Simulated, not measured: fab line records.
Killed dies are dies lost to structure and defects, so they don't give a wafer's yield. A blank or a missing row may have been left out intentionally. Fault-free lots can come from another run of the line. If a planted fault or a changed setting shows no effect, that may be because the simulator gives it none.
Which tool is to blame? -- flow sky130 -- Sampling: 13 lots, 39 wafers, 3 of 708 route steps

## WHAT THE GAUGES READ, wafer by wafer
SKY_VIA3_BOW_MEAS_03. Usual: VIA3_BOW typically reads 80 um, with standard deviation 6.8.
lot,measured,on,VIA3_BOW (um),flag
L906,day 40 06:19,filmMetro-04,85 83 75,
L909,day 40 22:41,filmMetro-02,83 76 81,
L910,day 41 01:39,filmMetro-03,84 84 82,
L913,day 42 02:50,filmMetro-04,92 87 92,
L915,day 42 07:00,filmMetro-02,72 73 68,
L917,day 42 15:34,filmMetro-04,74 73 83,
L919,day 43 01:42,filmMetro-03,78 76 68,
L920,day 43 13:41,filmMetro-03,85 88 92,
L921,day 43 19:04,filmMetro-02,81 78 68,
L922,day 43 23:05,filmMetro-03,81 79 85,
L923,day 44 06:04,filmMetro-02,81 90 84,
L924,day 44 16:55,filmMetro-02,73 76 78,
L925,day 45 07:15,filmMetro-03,90 73 78,

SKY_VIA3_CD_MEAS_12: target cd 200 nm. Usual: 200.4 nm for cdNm, sd 1.5.
lot,measured,on,cdNm (nm),flag
L906,day 41 05:53,cdSem-02,198.0 199.7 198.0,
L909,day 41 22:23,cdSem-01,201.5 199.3 200.0,
L910,day 42 01:53,cdSem-02,199.2 200.0 201.0,
L913,day 43 01:47,cdSem-02,200.6 202.2 200.6,
L915,day 43 05:44,cdSem-01,201.4 201.2 201.7,
L917,day 43 14:35,cdSem-01,202.6 201.8 201.4,
L919,day 44 00:47,cdSem-01,198.9 197.7 198.2,
L920,day 44 11:26,cdSem-02,200.0 198.9 198.3,
L921,day 44 16:34,cdSem-02,199.7 199.5 199.2,
L922,day 44 20:58,cdSem-02,200.8 200.9 200.0,
L923,day 45 04:04,cdSem-02,197.3 196.9 198.3,
L924,day 45 14:28,cdSem-02,198.4 198.1 198.5,
L925,day 46 04:04,cdSem-02,200.3 200.6 201.4,

SKY_VIA3_OVL_MEAS_13. Usual: VIA3_OVL typically reads -1 nm, with standard deviation 7.2.
lot,measured,on,VIA3_OVL (nm),flag
L906,day 41 05:59,overlay-01,1 -16 -10,
L909,day 41 22:29,overlay-02,-11 5 -16,
L910,day 42 01:59,overlay-01,-3 -8 -2,
L913,day 43 01:53,overlay-01,-6 6 -9,
L915,day 43 05:50,overlay-02,-4 -3 -4,
L917,day 43 14:41,overlay-02,-14 -9 3,
L919,day 44 00:54,overlay-01,4 -8 0,
L920,day 44 11:32,overlay-01,-15 -9 3,
L921,day 44 16:41,overlay-01,9 9 4,
L922,day 44 21:05,overlay-02,9 5 3,
L923,day 45 04:10,overlay-02,3 -4 1,
L924,day 45 14:34,overlay-01,2 0 4,
L925,day 46 04:11,overlay-01,3 -6 4,

## WHAT TOOL EACH LOT RAN ON (gives the tool, then ch and the chambers of the sampled wafers, and finally the start)
There is no process step in the record ahead of these readings.

## WHAT THE TOOLS THEMSELVES READ (means of the sampled wafers that have a number; where no wafer has one, the mark that the record gives instead)
The record holds no such reading with a usual standard deviation.

## THE ANSWER, worked out from the rows above alone
Rule: a lot counts as off when the mean over its wafers that have a number is more than 3 standard deviations away from the usual mean. Also off: a lot with no number at a reading for which 4 or more lots have one. The other lots that the step has rows for count as sound. After the gauges, taken in route order, come the tools' own readings; for these a lot's mean is taken, as printed above. The first step at which some lot is off is used, and at that step the reading that is off furthest; a lot without a number counts as furthest.
Nothing can be told from this: no lot is off at any reading shown.

## WHAT THE SIMULATOR PUT IN
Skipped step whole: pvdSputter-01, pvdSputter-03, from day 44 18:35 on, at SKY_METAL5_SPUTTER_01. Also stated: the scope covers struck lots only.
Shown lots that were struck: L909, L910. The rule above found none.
